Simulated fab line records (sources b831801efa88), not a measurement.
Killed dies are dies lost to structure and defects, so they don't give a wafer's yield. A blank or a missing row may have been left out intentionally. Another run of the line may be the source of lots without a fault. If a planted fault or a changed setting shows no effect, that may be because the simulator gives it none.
The same fault as seen by 2 desks | flow sky130 | only its own numbers are on each desk; what lay behind them is given at the end

## FOR THE TOOL OWNER'S DESK: implanter-01
The tool's own readings at SKY_LDD_HVN_IMPLANT_08: means of the sampled wafers that have a number, for each lot that ran on this tool. Marked OUT: a lot whose mean sits more than 4 standard deviations from the usual mean, which makes it out of limits; the brackets give that distance.
Columns: A = tilt_deg at SKY_LDD_HVN_IMPLANT_08, usual 40.002 degrees
lot  | first seen here | A
L356 | day 20 07:46    | 39.995
L358 | day 21 01:01    | 40.022
L363 | day 22 21:26    | 40.007
L369 | day 25 02:20    | -0.005 (-99 or more) OUT
L371 | day 25 15:34    | -0.016 (-99 or more) OUT
L378 | day 28 18:58    | 40.033
L377 | day 29 03:40    | 39.987
Finding of this desk: L369, L371 out of limits; the first was L369 at day 25 02:20, on tilt_deg at SKY_LDD_HVN_IMPLANT_08. In limits: L356, L358, L363, L378, L377.

## AT THE METROLOGY DESK
Means of the sampled wafers that have a number, per lot and without regard to the tool the lot ran on: this is what the gauges read. Marked OUT: a lot whose mean sits more than 4 standard deviations from the usual mean, which makes it out of limits; the brackets give that distance.
Columns: A = cd_nm at SKY_POLY_GATE_CD_MEAS_22, usual 149.5 nm; B = LDD_N_TW at SKY_LDD_N_TW_MEAS_17, usual 2579; C = LDD_HVN_TW at SKY_LDD_HVN_TW_MEAS_10, usual 1434
lot  | first seen here | A     | B    | C
L355 | day 16 05:29    | 150.5 | 2562 | 1425
L356 | day 16 10:52    | 152.3 | 2588 | 1423
L358 | day 17 03:56    | 147.6 | 2596 | 1438
L359 | day 17 11:00    | 149.6 | 2569 | 1434
L361 | day 18 06:34    | 148.9 | 2566 | 1440
L362 | day 18 15:43    | 150.2 | 2581 | 1429
L363 | day 18 22:56    | 149.8 | 2581 | 1439
L369 | day 21 07:34    | 154.0 | 2573 | 1288 (-16) OUT
L371 | day 21 21:10    | 148.3 | 2550 | 1291 (-15) OUT
L378 | day 25 02:41    | 151.1 | 2599 | 1422
L375 | day 25 03:37    | 150.0 | 2593 | 1443
L374 | day 25 06:50    | 148.4 | 2580 | 1427
L377 | day 25 10:44    | 149.8 | 2596 | 1419
This desk reports L369, L371 out of limits; the earliest was L369 at day 25 02:35 (LDD_HVN_TW at SKY_LDD_HVN_TW_MEAS_10). In limits: L355, L356, L358, L359, L361, L362, L363, L378, L375, L374, L377.

## PUT TOGETHER
The tool owner's desk could have raised an alarm at day 25 02:20, on L369, L371.
On L369, L371, the metrology desk was in a position to raise an alarm at day 25 02:35.
On implanter-01, each named lot ran SKY_LDD_HVN_IMPLANT_08.

## WHAT THE SIMULATOR HAD PUT IN
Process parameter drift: implanter-01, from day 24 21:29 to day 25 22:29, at SKY_LDD_HVN_IMPLANT_08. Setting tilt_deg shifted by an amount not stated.
Struck lots among those shown: L369, L371.
Time in hours from fault onset to the first out-of-limits reading at each desk: tool owner's desk 5, metrology desk 5.
